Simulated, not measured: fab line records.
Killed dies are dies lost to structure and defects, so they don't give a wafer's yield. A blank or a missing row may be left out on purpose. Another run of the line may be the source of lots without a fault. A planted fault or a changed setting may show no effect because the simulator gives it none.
fab line records | flow sky130
record: lots: 14 | wafers: 42 | lastDay: 50
route steps=708 shown METAL4@632 VIA4@647 METAL5@664
lots that met no fault: from a run of the same line without faults
startH: start of the lot's first displayed wafer, in hours after the record's first day | waitH: time in hours since the lot's previous step | " unchanged from the row above | L1.1+2: several wafers, shown together as one row | - value missing, or start not given | * or withheld: withheld | < > ~ a bound
route shown NAME@n: a module of which the file shows steps, and the number in the route of the first | usual: mean and standard deviation over wafers with no fault | same: alike in all rows | chamber/n: place in a boat | sites: readings site by site | _std_site: standard deviation of those values | _edge_site: mean of outer sites minus mean of inner sites | radiusMm: how far each site lies from the wafer's centre | mask NAME#n: copy n | behind: the tool/chamber that last shaped the wafer | hold: why the lot was held/for how many hours/how that ended | device: names the non-switching transistor (n, p or np) | end of line: the tests these same wafers got at the end of their route | a step without rows: its recipe alone | killed: dies that structure and defects cost at the first sort, which is not the same as the wafer's yield | map: a wafer's dies, marking killed ones x, the rest . and places with no die _
set.NAME: the setting that was run; set.NAME@STEP: the one run at that earlier step | model.NAME: the simulator's own value behind a step, which no gauge read
route steps across a sampled set of lots; one table per step, one row per wafer
services: from which hour (startH, from the record's first day; less than 0 if before it) a tool's chamber was out of use, for how many hours, and why
== steps ==
step: SKY_METAL4_ETCH_16
recipe: chemistry: N2/H2 | target: BARC | ionEnergyEv: 200 | biasW: 100 | pressureMtorr: 30 | n2FlowSccm: 100 | h2FlowSccm: 200 | icpW: 500 | stopOn: SiO2 | timeS: 88.2 | targetDepthA: 600
usual: drypumpMotorCurrentA: 5.56/0.16 | h2FlowSccm: 200.1/0.56 | oesProductAu: 0.625/0.0047 | throttleValvePct: 13.205/0.0091
lot.wafer | tool        | chamber | startH  | waitH | drypumpMotorCurrentA | h2FlowSccm | oesProductAu | rfHoursCounterH | throttleValvePct
L120.4    | rieMetal-04 | 0       | 986.18  | 0.0   | 5.28                 | 200.5      | 0.626        | -               | 13.206
L120.5    | "           | 1       | "       | "     | 5.60                 | 200.3      | 0.615        | -               | 13.199
L120.6    | "           | 0       | "       | "     | 5.29                 | 199.9      | 0.624        | -               | 13.214
L121.1    | rieMetal-01 | 1       | 996.77  | 0.0   | 5.50                 | 199.9      | 0.629        | 10              | 13.195
L121.2    | "           | 0       | "       | "     | 5.77                 | 200.0      | 0.626        | 16              | 13.189
L121.6    | "           | 0       | "       | "     | 5.79                 | 200.2      | 0.626        | -               | 13.214
L124.2    | rieMetal-04 | 0       | 1013.41 | 0.0   | 5.31                 | 200.2      | 0.625        | 16              | 13.199
L124.5    | "           | 1       | "       | "     | 5.60                 | 200.1      | 0.634        | -               | 13.200
L124.6    | "           | 0       | "       | "     | 5.30                 | 201.8      | 0.625        | -               | 13.226
L125.2    | rieMetal-03 | 1       | 1026.31 | 0.0   | 5.65                 | 199.1      | 0.632        | 13              | 13.201
L125.4    | "           | 1       | "       | "     | 5.63                 | 199.6      | 0.627        | -               | 13.203
L125.6    | "           | 1       | "       | "     | 5.67                 | 199.6      | 0.630        | -               | 13.224
L126.2    | rieMetal-03 | 1       | 1041.31 | 0.1   | 5.58                 | 200.6      | 0.626        | -               | 13.203
L126.4    | "           | 1       | "       | "     | 5.62                 | 199.8      | 0.624        | -               | 13.216
L126.5    | "           | 1       | "       | "     | 5.65                 | 200.9      | 0.621        | -               | 13.208
L128.1    | rieMetal-01 | 1       | 1043.67 | 0.0   | 5.49                 | 199.9      | 0.627        | 12              | 13.215
L128.5    | "           | 1       | "       | "     | 5.49                 | 199.4      | 0.627        | -               | 13.196
L128.6    | "           | 0       | "       | "     | 5.78                 | 199.3      | 0.621        | -               | 13.212
L127.3    | rieMetal-03 | 0       | 1046.69 | 0.0   | 5.60                 | 200.2      | 0.630        | -               | 13.192
L127.5    | "           | 0       | "       | "     | 5.61                 | 199.5      | 0.625        | -               | 13.210
L127.6    | "           | 1       | "       | "     | 5.66                 | 199.9      | 0.616        | -               | 13.195
L130.2    | rieMetal-03 | 1       | 1059.21 | 0.0   | 5.65                 | 201.1      | 0.626        | 15              | 13.206
L130.3    | "           | 1       | "       | "     | 5.65                 | 200.8      | 0.634        | -               | 13.212
L130.5    | "           | 1       | "       | "     | 5.62                 | 200.9      | 0.626        | -               | 13.225
L133.1    | rieMetal-04 | 0       | 1065.27 | 0.0   | 5.29                 | 200.1      | 0.626        | 20              | 13.213
L133.4    | "           | 0       | "       | "     | 5.30                 | 200.3      | 0.632        | -               | 13.188
L133.6    | "           | 0       | "       | "     | 5.31                 | 200.0      | 0.627        | -               | 13.195
L134.1    | rieMetal-04 | 0       | 1071.66 | 0.0   | 5.29                 | 199.6      | 0.631        | 20              | 13.218
L134.4    | "           | 1       | "       | "     | 5.62                 | 199.4      | 0.623        | -               | 13.218
L134.5    | "           | 0       | "       | "     | 5.28                 | 201.0      | 0.631        | -               | 13.200
L136.3    | rieMetal-03 | 0       | 1080.83 | 0.0   | 5.65                 | 200.4      | 0.625        | -               | 13.209
L136.4    | "           | 1       | "       | "     | 5.69                 | 200.6      | 0.620        | -               | 13.207
L136.5    | "           | 0       | "       | "     | 5.60                 | 200.2      | 0.619        | -               | 13.199
L138.3    | rieMetal-03 | 0       | 1102.18 | 0.0   | 5.64                 | 199.7      | 0.623        | -               | 13.200
L138.5    | "           | 0       | "       | "     | 5.67                 | 199.8      | 0.625        | -               | 13.210
L138.6    | "           | 1       | "       | "     | 5.70                 | 199.7      | 0.618        | -               | 13.198
L140.1    | rieMetal-04 | 0       | 1104.19 | 0.1   | 5.29                 | 200.7      | 0.621        | 23              | 13.214
L140.3    | "           | 0       | "       | "     | 5.29                 | 199.8      | 0.618        | -               | 13.193
L140.5    | "           | 0       | "       | "     | 5.28                 | 200.8      | 0.630        | -               | 13.203
L143.1    | rieMetal-03 | 0       | 1121.72 | 0.0   | 5.64                 | 199.2      | 0.628        | 4               | 13.216
L143.4    | "           | 0       | "       | "     | 5.62                 | 199.1      | 0.630        | -               | 13.199
L143.5    | "           | 1       | "       | "     | 5.63                 | 199.1      | 0.628        | -               | 13.231
step: SKY_VIA4_EXPOSE_08
recipe: maskId: VIM4 | na: 0.6 | sourceShape: conventional | sigmaOuter: 0.6 | polarization: unpolarized | targetCdNm: 800 | doseMj: 132
usual: exposureDoseMJCm2: 131.99/0.13 | focusOffsetNm: 0.0/0.49
lot.wafer | tool            | chamber | startH  | waitH | mask   | exposureDoseMJCm2 | focusOffsetNm
L120.4    | ilineStepper-02 | 0       | 998.93  | -     | VIM4#0 | 132.24            | 0.4
L120.5    | "               | 0       | "       | "     | VIM4#0 | 132.08            | -0.6
L120.6    | "               | 0       | "       | "     | VIM4#0 | 132.20            | 0.3
L121.1    | ilineStepper-01 | 0       | 1010.46 | -     | VIM4#0 | 131.97            | 0.7
L121.2    | "               | 0       | "       | "     | VIM4#0 | 132.06            | 0.8
L121.6    | "               | 0       | "       | "     | VIM4#0 | 131.91            | 0.8
L124.2    | ilineStepper-02 | 0       | 1026.35 | -     | VIM4#0 | 132.22            | 0.0
L124.5    | "               | 0       | "       | "     | VIM4#0 | 132.09            | -0.1
L124.6    | "               | 0       | "       | "     | VIM4#0 | 132.21            | 0.0
L125.2    | ilineStepper-02 | 0       | 1038.33 | -     | VIM4#0 | 131.99            | -1.2
L125.4    | "               | 0       | "       | "     | VIM4#0 | 131.96            | -0.1
L125.6    | "               | 0       | "       | "     | VIM4#0 | 132.17            | -0.9
L126.2    | ilineStepper-01 | 0       | 1054.43 | -     | VIM4#0 | 131.84            | -0.2
L126.4    | "               | 0       | "       | "     | VIM4#0 | 131.83            | -0.2
L126.5    | "               | 0       | "       | "     | VIM4#0 | 131.85            | -0.2
L128.1    | ilineStepper-01 | 0       | 1056.21 | -     | VIM4#0 | 132.02            | 0.1
L128.5    | "               | 0       | "       | "     | VIM4#0 | 132.10            | -0.1
L128.6    | "               | 0       | "       | "     | VIM4#0 | 131.86            | 0.7
L127.3    | ilineStepper-01 | 0       | 1059.10 | -     | VIM4#0 | 131.95            | 0.3
L127.5    | "               | 0       | "       | "     | VIM4#0 | 131.98            | -0.1
L127.6    | "               | 0       | "       | "     | VIM4#0 | 132.19            | -0.4
L130.2    | ilineStepper-01 | 0       | 1071.88 | -     | VIM4#0 | 131.95            | -0.2
L130.3    | "               | 0       | "       | "     | VIM4#0 | 132.07            | -0.2
L130.5    | "               | 0       | "       | "     | VIM4#0 | 132.06            | 0.7
L133.1    | ilineStepper-01 | 0       | 1077.31 | -     | VIM4#0 | 131.75            | -0.7
L133.4    | "               | 0       | "       | "     | VIM4#0 | 131.93            | -0.3
L133.6    | "               | 0       | "       | "     | VIM4#0 | 132.18            | 0.3
L134.1    | ilineStepper-02 | 0       | 1083.56 | -     | VIM4#0 | 131.78            | 0.7
L134.4    | "               | 0       | "       | "     | VIM4#0 | 132.01            | 0.4
L134.5    | "               | 0       | "       | "     | VIM4#0 | 131.98            | -0.2
L136.3    | ilineStepper-02 | 0       | 1092.70 | -     | VIM4#0 | 131.92            | -0.3
L136.4    | "               | 0       | "       | "     | VIM4#0 | 132.17            | -0.2
L136.5    | "               | 0       | "       | "     | VIM4#0 | 131.95            | -0.3
L138.3    | ilineStepper-01 | -       | 1113.65 | -     | VIM4#0 | -                 | -
L138.5    | "               | -       | "       | "     | VIM4#0 | -                 | -
L138.6    | "               | -       | "       | "     | VIM4#0 | -                 | -
L140.1    | ilineStepper-01 | -       | 1116.31 | -     | VIM4#0 | -                 | -
L140.3    | "               | -       | "       | "     | VIM4#0 | -                 | -
L140.5    | "               | -       | "       | "     | VIM4#0 | -                 | -
L143.1    | ilineStepper-02 | 0       | 1132.86 | -     | VIM4#0 | 131.98            | 0.9
L143.4    | "               | 0       | "       | "     | VIM4#0 | 132.25            | 1.2
L143.5    | "               | 0       | "       | "     | VIM4#0 | 132.28            | 0.1
step: SKY_METAL5_SPUTTER_03
recipe: material: Ti | targetThkNm: 5 | powerW: 3000 | timeS: 3.3 | chamberPressurePa: 0.4
usual: throttleValvePct: 29.8/1
lot.wafer | tool          | chamber | startH  | waitH | throttleValvePct
L120.4    | pvdSputter-03 | -       | 1012.12 | 0.0   | 28.5
L120.5    | "             | -       | "       | "     | 28.6
L120.6    | "             | -       | "       | "     | 28.3
L121.1    | pvdSputter-03 | -       | 1022.65 | 0.0   | 30.3
L121.2    | "             | -       | "       | "     | 28.5
L121.6    | "             | -       | "       | "     | 28.5
L124.2    | pvdSputter-02 | -       | 1038.06 | 0.0   | 30.0
L124.5    | "             | -       | "       | "     | 30.5
L124.6    | "             | -       | "       | "     | 29.7
L125.2    | pvdSputter-03 | -       | 1050.97 | 0.0   | 28.2
L125.4    | "             | -       | "       | "     | 30.6
L125.6    | "             | -       | "       | "     | 30.2
L126.2    | pvdSputter-03 | -       | 1066.22 | 0.0   | 30.8
L126.4    | "             | -       | "       | "     | 29.8
L126.5    | "             | -       | "       | "     | 30.3
L128.1    | pvdSputter-03 | -       | 1067.66 | 0.0   | 30.8
L128.5    | "             | -       | "       | "     | 28.6
L128.6    | "             | -       | "       | "     | 28.4
L127.3    | pvdSputter-04 | -       | 1070.65 | 0.0   | 30.8
L127.5    | "             | -       | "       | "     | 30.9
L127.6    | "             | -       | "       | "     | 29.5
L130.2    | pvdSputter-02 | -       | 1083.57 | 0.0   | 29.7
L130.3    | "             | -       | "       | "     | 30.6
L130.5    | "             | -       | "       | "     | 29.9
L133.1    | pvdSputter-02 | -       | 1089.10 | 0.0   | 29.9
L133.4    | "             | -       | "       | "     | 30.6
L133.6    | "             | -       | "       | "     | 29.9
L134.1    | pvdSputter-03 | -       | 1095.49 | 0.0   | 30.1
L134.4    | "             | -       | "       | "     | 30.8
L134.5    | "             | -       | "       | "     | 28.5
L136.3    | pvdSputter-02 | -       | 1105.20 | 0.0   | 28.3
L136.4    | "             | -       | "       | "     | 30.4
L136.5    | "             | -       | "       | "     | 27.9
L143.1    | pvdSputter-04 | -       | 1143.76 | 0.0   | 31.2
L143.4    | "             | -       | "       | "     | 29.8
L143.5    | "             | -       | "       | "     | 31.1
== services ==
tool            | chamber | startH  | hours | kind
pvdSputter-04   | -       | 982.74  | 9.6   | repair
rieMetal-04     | 1       | 995.42  | -     | clean
rieMetal-04     | 1       | 995.42  | 16.6  | scheduledDown
rieMetal-04     | 1       | 995.42  | 16.6  | ventCycle
pvdSputter-02   | -       | 1011.14 | 1.2   | repair
rieMetal-03     | 0       | 1039.34 | 3.6   | repair
rieMetal-03     | 0       | 1060.37 | -     | clean
rieMetal-03     | 0       | 1060.37 | 15.8  | scheduledDown
rieMetal-03     | 0       | 1060.37 | 15.8  | ventCycle
ilineStepper-02 | 0       | 1077.02 | -     | calibration
ilineStepper-02 | -       | 1079.46 | 1.7   | pm
ilineStepper-01 | -       | 1092.18 | 4.4   | pm
rieMetal-04     | 1       | 1099.79 | 15.4  | repair
rieMetal-04     | 0       | 1114.21 | 1.5   | repair
ilineStepper-01 | -       | 1133.74 | 1.7   | pm
rieMetal-01     | 0       | 1135.00 | -     | clean
rieMetal-01     | 0       | 1135.00 | -     | consumableReplace:focusRing
rieMetal-01     | 0       | 1135.00 | 16.9  | scheduledDown
rieMetal-01     | 0       | 1135.00 | 16.9  | ventCycle
rieMetal-04     | -       | 1136.51 | 2.6   | repair
ilineStepper-01 | 0       | 1141.27 | -     | calibration
ilineStepper-02 | -       | 1142.08 | 12.5  | repair
== key ==
firstSign: step: SKY_VIA4_EXPOSE_08 | reading: toolRecord | direction: missing
effect none on later readings
metAt SKY_VIA4_EXPOSE_08
struckLots L138,L140
laterRowsLeftOut L138.3,L138.5,L138.6,L140.1,L140.3,L140.5
sortLeftOut L138.3,L138.5,L138.6,L140.1,L140.3,L140.5
notActingAt SKY_METAL4_ETCH_16,SKY_METAL5_SPUTTER_03
onsetBetween 1077.31 1113.65
fault: kind: skippedStepWhole | tool: ilineStepper-01 | chamber: - | onsetH: 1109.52 | steps: SKY_VIA4_EXPOSE_08 | scope: struckLotsOnly
sortLeftOut: the simulated sort isn't trusted on such a fault, so these wafers' sort isn't shown, and their yield isn't known
laterRowsLeftOut: the simulator's readings of these wafers behind a module that went badly wrong aren't trusted and aren't shown, but for the sort
